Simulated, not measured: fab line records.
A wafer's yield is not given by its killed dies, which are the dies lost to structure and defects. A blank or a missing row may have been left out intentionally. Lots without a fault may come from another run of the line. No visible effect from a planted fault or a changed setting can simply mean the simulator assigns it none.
8D (eight disciplines) problem report, filled in by code :: flow sky130 :: the parts of the form that need people (team, actions taken, sign-off) are left out

## 1. THE PROBLEM
killed_at_M4_up at SKY_PAD_OPEN_PROBE_99 reads a mean of 36.0 on 2 wafers of 2 lots; wafers without a fault read 3.2 with a standard deviation of 2.1. Relative to the usual mean, that is a shift of +16 standard deviations.
The first sign was on wafer L806.3 at day 50 06:05, on prober-02. The record holds 28 wafers of 10 lots with a number at this step. By rule, "out" or "out of limits" means more than 4 standard deviations away from the usual mean. The other wafers with a number count as sound.

## 2. WHAT THIS IS AND IS NOT
question: which readings at this step
is: killed_at_M4_up, sort_bin_3_pad_short
is not: killed_at_M0_to_M3, killed_at_contacts, killed_at_front_end, killed_at_other, killed_open, killed_short, sort_bin_6_memory

question: which lots
is: L806, L808
is not: L790, L793, L794, L795, L797, L798, L800, L802

question: which wafers of those lots
is: L806.3, L808.1
is not: L806.1, L806.6, L808.2, L808.4

question: read on which tools
is: prober-02
is not: prober-01

question: when
is: from day 50 06:05
is not: up to then (23 sound wafers); but 3 sound wafers of L806, L808 came after

## 3. WHAT RULES OUT EACH SUSPECT
Counting: a tool at a process step up to the reading stays a suspect if it ran every lot that is out. Sound lots after the first of them don't rule it out here, since some wafers of a struck lot are sound.
- pvd_sputter-04 at SKY_METAL4_SPUTTER_00 (material Ti, target thk 15 nm, time 10 s): kept. It ran every lot that is out, first L806 (day 45 02:29); its last sound lot up to then is L802 (day 43 23:23).
- prober-02 at SKY_PAD_OPEN_PROBE_99: kept. It ran every lot that is out, first L806 (day 50 05:59); its last sound lot up to then is L802 (day 49 09:24). Its own killed_at_M4_up, sort_bin_3_pad_short readings are out on those wafers.
After counting, pvd_sputter-04 at SKY_METAL4_SPUTTER_00 and prober-02 at SKY_PAD_OPEN_PROBE_99 remain.

## 4. THE CAUSE (what the simulator had put in)
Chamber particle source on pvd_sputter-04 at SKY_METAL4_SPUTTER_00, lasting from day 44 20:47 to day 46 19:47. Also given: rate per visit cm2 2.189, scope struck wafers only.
Counting left 2 suspects, and this tool is among them.

## 5. THE CHAIN OF EFFECTS, in route order
Each row: a reading where the mean over the struck wafers with a number is more than 3 standard deviations away from the usual. Scope: only readings with a usual standard deviation given in the record; hours: median across lots of the time from each lot's start at the first step in this table that gives one to its start at this step; sigmas: change in usual standard deviations.
hours: 0
step: SKY_PAD_OPEN_PROBE_99
reading: killed_at_M4_up
usual: 3.2
on struck wafers: 36.0
change: +32.8
sigmas: +16

hours: 0
step: SKY_PAD_OPEN_PROBE_99
reading: killed_on_rim
usual: 17
on struck wafers: 28
change: +12
sigmas: +3.1

hours: 0
step: SKY_PAD_OPEN_PROBE_99
reading: sort_bin_3_pad_short
usual: 0.9 %
on struck wafers: 3.0
change: +2.1
sigmas: +4.8
It contains these process steps:
- SKY_PAD_OPEN_PROBE_99

## 6. WHAT WOULD HAVE CAUGHT IT SOONER
First out-of-limits reading in this record: day 50 06:05, which is 129 hours after fault onset at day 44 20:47.
Of the tool readings at SKY_METAL4_SPUTTER_00 for which the record gives a usual standard deviation, none was out on any struck wafer, so an alarm limit of 4 standard deviations on them would not have fired.
By day 50 06:05, every lot that is out (2) had started SKY_METAL4_SPUTTER_00 on pvd_sputter-04. Tool hold at that time: it would have spared none of them.
